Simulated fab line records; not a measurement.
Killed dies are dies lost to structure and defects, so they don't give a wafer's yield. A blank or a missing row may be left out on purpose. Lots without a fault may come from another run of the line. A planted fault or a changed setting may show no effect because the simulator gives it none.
A single fault, viewed from 2 desks	flow sky130	only its own numbers are on each desk; what lay behind them is given at the end

## METROLOGY DESK
Lot by lot, what the gauges showed, no matter which tool ran the lot: averages of those sampled wafers that carry a number. If a lot's mean is further than 4 standard deviations from the usual mean, the lot is out of limits and carries the mark OUT (the distance appears in the brackets).
Columns: A = LOCAL_INTERCONNECT_TIN_THK at SKY_LOCAL_INTERCONNECT_THK_MEAS_02, usual 98.8 nm; B = METAL1_ALCU_RS at SKY_METAL1_RS_MEAS_05, usual 0.1270 ohm/sq; C = METAL1_ALCU_THK at SKY_METAL1_THK_MEAS_06, usual 247 nm; D = METAL1_OVL at SKY_METAL1_OVL_MEAS_16, usual 3 nm
lot	first seen here	A	B	C	D
L691	day 30 23:45	98.6	0.1253	252	-2
L693	day 31 00:03	98.6	0.1260	252	1
L692	day 31 01:19	97.8	0.1256	249	-3
L695	day 32 13:59	98.9	0.1267	249	-3
L698	day 33 07:23	97.3	0.2990 (+99 or more) OUT	110 (-43) OUT	5
L701	day 34 02:40	95.8	0.3018 (+99 or more) OUT	108 (-44) OUT	1
L704	day 35 09:52	99.8	0.1276	247	4
L706	day 35 13:53	99.9	0.1286	245	4
L707	day 35 19:04	97.0	0.1274	246	11
L708	day 36 09:53	101.2	0.1279	246	-1
Per this desk, out of limits: L698, L701; the first was L698, day 35 16:04 (METAL1_ALCU_RS at SKY_METAL1_RS_MEAS_05). In limits: L691, L693, L692, L695, L704, L706, L707, L708.

## AT THE TOOL OWNER'S DESK: pvd-sputter-02
The tool's own readings at SKY_METAL1_SPUTTER_02 (material AlCu, target thk 250 nm, time 13.3 s): means of the sampled wafers that have a number, for each lot that ran on this tool. If a lot's mean is further than 4 standard deviations from the usual mean, the lot is out of limits and carries the mark OUT (the distance appears in the brackets).
Columns: A = throttle-valve-pct at SKY_METAL1_SPUTTER_02, usual 30.0 %
lot	first seen here	A
L692	day 33 11:19	30.0
L695	day 34 23:28	30.0
L698	day 35 15:59	30.2
L701	day 36 11:26	31.4
Result from this desk: across the 4 lots, nothing is out of limits.

## TAKEN TOGETHER
An alarm was possible from the metrology desk at day 35 16:04, on L698, L701.
Nothing out of limits was seen by the tool owner's desk.
On record at the tool owner's desk: L698, L701, within its limits.
The lots listed all ran SKY_METAL1_SPUTTER_02 on pvd-sputter-02.

## WHAT THE SIMULATOR HAD PUT IN
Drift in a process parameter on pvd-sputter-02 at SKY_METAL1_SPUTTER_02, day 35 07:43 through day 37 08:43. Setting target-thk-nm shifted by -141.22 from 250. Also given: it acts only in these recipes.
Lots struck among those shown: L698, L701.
Hours from the fault's start to each desk's first reading out of limits: the metrology desk, 8.
